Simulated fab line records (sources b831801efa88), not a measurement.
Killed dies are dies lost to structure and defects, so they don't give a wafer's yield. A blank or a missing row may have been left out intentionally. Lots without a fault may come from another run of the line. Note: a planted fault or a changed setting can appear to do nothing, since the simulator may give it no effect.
Which of the tools did it?    flow gf180mcu    36 wafers from 12 lots sampled at 5 of the route's 602 steps

## WHAT THE GAUGES READ, wafer by wafer
GF_STI_THK_MEAS_22.
lot   measured     on             STI_OXIDATION_01_THK (nm)
L987  day 2 03:59  film_metro-01  15.15 15.24 15.30
L989  day 2 13:38  film_metro-01  15.13 15.06 15.15
L991  day 2 23:43  film_metro-03  15.29 15.11 14.91
L992  day 3 04:53  film_metro-02  15.34 15.41 15.03
L994  day 3 15:40  film_metro-01  15.30 15.23 15.08
L997  day 4 09:02  film_metro-02  14.82 15.01 14.89
L998  day 4 12:40  film_metro-02  14.67 15.13 15.02
L103  day 5 13:34  film_metro-01  15.40 15.32 15.46
L106  day 6 04:48  film_metro-01  15.10 15.16 14.91
L107  day 6 11:02  film_metro-02  15.14 15.42 15.57
L108  day 6 17:27  film_metro-03  14.98 15.30 15.20
L110  day 7 03:38  film_metro-02  15.29 15.17 15.42

GF_POLY_GATE_THK_MEAS_01.
lot   measured      on             POLY_GATE_CVD_00_THK (nm)
L987  day 8 13:10   film_metro-04  198.6 200.3 200.0
L989  day 9 03:07   film_metro-04  195.7 195.8 197.5
L991  day 9 17:14   film_metro-01  202.2 202.7 201.1
L992  day 10 00:22  film_metro-02  199.3 199.3 199.1
L994  day 10 13:17  film_metro-01  197.4 196.8 197.4
L997  day 11 14:08  film_metro-04  203.1 202.2 203.8
L998  day 11 17:05  film_metro-02  200.9 200.1 199.8
L103  day 13 04:08  film_metro-04  198.0 197.2 198.3
L106  day 13 23:59  film_metro-01  197.9 198.6 199.0
L107  day 14 06:01  film_metro-02  389.7 389.5 390.8 389.8 389.8 391.2
L108  day 14 17:44  film_metro-02  389.5 390.4 390.5 389.8 390.2 390.2
L110  day 15 04:10  film_metro-04  195.1 196.0 198.1

GF_SAB_OVL_MEAS_10.
lot   measured      on          SAB_OVL (nm)
L987  day 15 00:55  overlay-02  -0.6 -2.3 -2.3
L989  day 15 20:01  overlay-01  -0.5 1.0 0.9
L991  day 16 16:55  overlay-02  2.6 0.3 1.3
L992  day 16 22:14  overlay-01  0.9 0.1 1.0
L994  day 17 17:01  overlay-02  0.4 3.5 2.8
L997  day 18 21:49  overlay-01  -0.8 0.2 -0.7
L998  day 19 04:58  overlay-02  -1.0 0.7 -0.1
L103  day 20 22:52  overlay-01  0.0 -0.8 -1.7
L106  day 21 19:58  overlay-02  1.9 1.3 2.2
L110  day 23 05:28  overlay-02  -0.6 0.9 -0.8

## EACH LOT AND THE TOOL THAT RAN IT (in order: tool; ch and the chambers of the sampled wafers; start)
lot   GF_POLY_GATE_CVD_00          GF_HV_LDD_ETCHBACK_58
L987  lpcvd-02 ch 0, day 8 11:10   rie_diel-01 ch 0,2, day 12 12:07
L989  lpcvd-02 ch 0, day 9 01:07   rie_diel-04 ch 0,1,3, day 13 04:25
L991  lpcvd-02 ch 1, day 9 15:14   rie_diel-01 ch 0,2,3, day 13 23:32
L992  lpcvd-02 ch 1, day 9 22:22   rie_diel-04 ch 0,1,3, day 14 04:49
L994  lpcvd-01 ch 0, day 10 11:58  rie_diel-01 ch 0,2,3, day 14 21:25
L997  lpcvd-01 ch 0, day 11 12:47  rie_diel-04 ch 1,2,3, day 16 00:31
L998  lpcvd-01 ch 0, day 11 15:44  rie_diel-01 ch 0,3, day 16 05:35
L103  lpcvd-02 ch 1, day 13 02:49  rie_diel-04 ch 2,3, day 17 21:44
L106  lpcvd-02 ch 1, day 13 22:38  rie_diel-04 ch 2,3, day 18 19:37
L107  lpcvd-02 ch 1, day 14 04:40  -
L108  lpcvd-02 ch 1, day 14 16:25  -
L110  lpcvd-01 ch 1, day 15 02:49  rie_diel-01 ch 0,1,3, day 20 05:28
- GF_POLY_GATE_CVD_00: deposits poly-Si, target thk 200 nm, time 1200 s.
- GF_HV_LDD_ETCHBACK_58: etches Si3N4 in CH3F/O2, stops on SiO2, time 100 s, target depth 90 nm.

## AS READ BY THE TOOLS THEMSELVES (means over the sampled wafers that have a number; for cases with no such wafer, the mark the record gives instead)
GF_POLY_GATE_CVD_00.
lot   tool      pressure_mtorr (mTorr)  spike_tc_bottom_C (C)  spike_tc_centre_C (C)  spike_tc_lower_C (C)  spike_tc_top_C (C)  spike_tc_upper_C (C)  susceptor_temp_C (C)  zone_power_centre_pct (%)  zone_power_lower_pct (%)
L987  lpcvd-02  200.2                   644                    622.2                  621.1                 635.9               617.7                 620.2                 10.1                       8.72
L989  lpcvd-02  199.9                   642                    620.5                  621.1                 634.0               616.8                 620.3                 10.1                       8.84
L991  lpcvd-02  199.7                   647                    621.5                  620.0                 638.2               620.5                 619.7                 8.5                        9.13
L992  lpcvd-02  200.2                   648                    622.3                  619.5                 639.5               619.7                 619.6                 8.4                        9.15
L994  lpcvd-01  200.2                   646                    620.0                  620.5                 638.7               617.9                 620.1                 9.8                        9.01
L997  lpcvd-01  199.6                   645                    620.5                  620.8                 638.9               617.4                 620.4                 9.8                        8.92
L998  lpcvd-01  200.1                   644                    621.9                  620.9                 638.3               617.2                 620.2                 9.7                        8.89
L103  lpcvd-02  200.0                   646                    621.3                  620.0                 640.1               618.4                 619.8                 8.5                        9.09
L106  lpcvd-02  199.6                   647                    621.2                  619.2                 639.4               619.9                 619.9                 8.5                        9.14
L107  lpcvd-02  199.8                   678                    653.5                  650.5                 668.5               650.0                 650.9                 9.2                        10.05
L108  lpcvd-02  200.2                   677                    652.1                  650.0                 669.0               649.9                 651.2                 9.2                        10.06
L110  lpcvd-01  200.3                   637                    619.4                  619.9                 638.0               621.4                 619.9                 10.2                       8.67

GF_HV_LDD_ETCHBACK_58.
lot   tool         drypump_motor_current_A (A)  oes_product_au (a.u.)  throttle_valve_pct (%)
L987  rie_diel-01  5.9                          0.831                  10.558
L989  rie_diel-04  5.3                          0.852                  10.567
L991  rie_diel-01  6.0                          0.842                  10.555
L992  rie_diel-04  5.4                          0.852                  10.561
L994  rie_diel-01  6.0                          0.846                  10.559
L997  rie_diel-04  5.5                          0.839                  10.567
L998  rie_diel-01  6.2                          0.839                  10.561
L103  rie_diel-04  5.6                          0.844                  10.555
L106  rie_diel-04  5.6                          0.849                  10.560
L110  rie_diel-01  6.1                          0.843                  10.556

## THE ANSWER, worked out from the rows above alone
Rule: usual is defined by the lots themselves. Put in order of their means at a reading, lots are off if they are a third of the lots or fewer, leave a main group of 4 or more, and stand apart from it by a gap of 3 or more times the standard deviation of the main group's means; of several such gaps the widest counts. A main group is skipped when, at the precision printed for the reading in the tables above, its means are all equal. A lot without any number at a reading at which 4 lots or more have one is off too. All remaining lots with rows at the step are treated as sound. First the gauges in route order, then the tools' own readings, where a lot's mean is used as printed above. The first step at which some lot is off is used, and at that step the reading that is off furthest; a lot without a number counts as furthest.
Off: L107, L108, seen at GF_POLY_GATE_THK_MEAS_01 (POLY_GATE_CVD_00_THK). Main group: mean 199.0 nm, sd 2.1.
If a tool, at a process step before that reading, ran all the lots that are off and no sound lot after the first of them, it fits. Not tried: the gauges at GF_POLY_GATE_THK_MEAS_01; whatever is off there is also off at GF_POLY_GATE_CVD_00, on other tools, and gauge error can't account for it. One candidate fits, namely lpcvd-02 at GF_POLY_GATE_CVD_00. Its last sound lot is L106 (day 13 22:38), its first lot that is off L107 (day 14 04:40): a fault that began between those two fits.
The tool's own readings at GF_POLY_GATE_CVD_00 bear it out: on the lots that are off they differ by more than 5 times the standard deviation of the sound lots' means. spike_tc_bottom_C reads 678 C there against 645 C on the sound lots; spike_tc_centre_C reads 652.8 C there against 621.1 C on the sound lots; spike_tc_lower_C reads 650.2 C there against 620.3 C on the sound lots; spike_tc_top_C reads 668.8 C there against 638.1 C on the sound lots; spike_tc_upper_C reads 650.0 C there against 618.7 C on the sound lots; susceptor_temp_C reads 651.0 C there against 620.0 C on the sound lots; zone_power_lower_pct reads 10.05 % there against 8.96 % on the sound lots.

## WHAT HAD BEEN PUT IN BY THE SIMULATOR
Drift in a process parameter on lpcvd-02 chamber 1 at GF_POLY_GATE_CVD_00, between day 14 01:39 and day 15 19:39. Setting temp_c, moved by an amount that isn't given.
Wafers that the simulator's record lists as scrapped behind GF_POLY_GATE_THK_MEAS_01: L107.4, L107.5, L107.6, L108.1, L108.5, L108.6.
Shown lots that were struck: L107, L108. The same result came from the rule above.
